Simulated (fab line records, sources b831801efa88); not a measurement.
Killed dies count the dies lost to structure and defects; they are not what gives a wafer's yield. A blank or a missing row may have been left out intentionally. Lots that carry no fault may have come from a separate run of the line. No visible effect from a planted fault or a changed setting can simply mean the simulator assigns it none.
Which tool was responsible? + flow gf180mcu + at 1 step of a route of 602, 6 lots with 18 wafers sampled

## WHAT EACH GAUGE READ, for each wafer
GF_M4_RS_MEAS_05: the measuring method here is four-point-probe.
| lot  | measured     | on           | M4_ALCU_RS (ohm/sq)  |
|------|--------------|--------------|----------------------|
| L289 | day 23 07:13 | filmMetro-04 | 0.0696 0.0712 0.0698 |
| L291 | day 24 02:46 | filmMetro-04 | 0.0698 0.0700 0.0695 |
| L298 | day 26 11:52 | filmMetro-01 | 0.0684 0.0684 0.0684 |
| L302 | day 27 22:44 | filmMetro-04 | 0.0689 0.0686 0.0691 |
| L305 | day 29 02:38 | filmMetro-01 | 0.0693 0.0699 0.0699 |
| L308 | day 29 15:47 | filmMetro-01 | 0.0691 0.0688 0.0687 |

## WHAT TOOL EACH LOT RAN ON (gives the tool, then ch and the chambers of the sampled wafers, and finally the start)
The record shows no process step preceding these readings.

## THE ANSWER, worked out from the rows above alone
Rule: what is usual is taken from the lots themselves. The widest of any qualifying gaps counts: lots, ordered by their means at a reading, are off when they make up no more than a third of the lots, leave a main group of 4 or more, and stand apart from it by 3 or more times the standard deviation of that group's means. A main group is skipped when, at the precision printed for the reading in the tables above, its means are all equal. Also off: a lot with no number at a reading for which 4 or more lots have one. Where the step has rows for the other lots, those lots are counted as sound.
None of the lots is off at any reading shown; this tells nothing.

## WHAT THE SIMULATOR PUT IN
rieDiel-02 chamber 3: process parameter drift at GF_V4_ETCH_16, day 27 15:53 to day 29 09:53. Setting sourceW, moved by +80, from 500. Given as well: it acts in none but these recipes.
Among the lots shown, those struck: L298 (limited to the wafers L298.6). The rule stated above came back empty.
